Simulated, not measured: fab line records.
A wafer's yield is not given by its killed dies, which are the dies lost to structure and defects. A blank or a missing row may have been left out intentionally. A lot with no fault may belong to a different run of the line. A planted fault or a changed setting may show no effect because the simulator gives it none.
Which of the tools did it? | flow sky130 | 21 wafers sampled from 7 lots at 1 step of a route of 708

WHAT EACH GAUGE READ, for each wafer
SKY_METAL2_OVL_MEAS_16.
lot  | measured     | on         | METAL2_OVL (nm)
L785 | day 36 12:45 | overlay-02 | -6 1 -9
L787 | day 37 03:51 | overlay-01 | 0 -4 1
L789 | day 37 16:09 | overlay-02 | -7 2 -14
L792 | day 38 16:51 | overlay-01 | -1 -7 -4
L794 | day 39 04:59 | overlay-02 | -5 -2 -4
L800 | day 41 01:31 | overlay-01 | -13 -7 -16
L804 | day 41 22:59 | overlay-02 | -1 -2 0

EACH LOT AND THE TOOL THAT RAN IT (in order: tool; ch and the chambers of the sampled wafers; start)
The record holds no process step before these readings.

THE ANSWER, worked out from the rows above alone
Rule: the lots themselves supply what counts as usual. The widest of any qualifying gaps counts: lots, ordered by their means at a reading, are off when they make up no more than a third of the lots, leave a main group of 4 or more, and stand apart from it by 3 or more times the standard deviation of that group's means. A main group whose means are all the same, to the digits that the tables above print for the reading, isn't used. Also off: a lot with no number at a reading for which 4 or more lots have one. Where the step has rows for the other lots, those lots are counted as sound.
No lot is off on any of the readings shown, so nothing can be concluded from this.

WHAT WAS PUT IN BY THE SIMULATOR
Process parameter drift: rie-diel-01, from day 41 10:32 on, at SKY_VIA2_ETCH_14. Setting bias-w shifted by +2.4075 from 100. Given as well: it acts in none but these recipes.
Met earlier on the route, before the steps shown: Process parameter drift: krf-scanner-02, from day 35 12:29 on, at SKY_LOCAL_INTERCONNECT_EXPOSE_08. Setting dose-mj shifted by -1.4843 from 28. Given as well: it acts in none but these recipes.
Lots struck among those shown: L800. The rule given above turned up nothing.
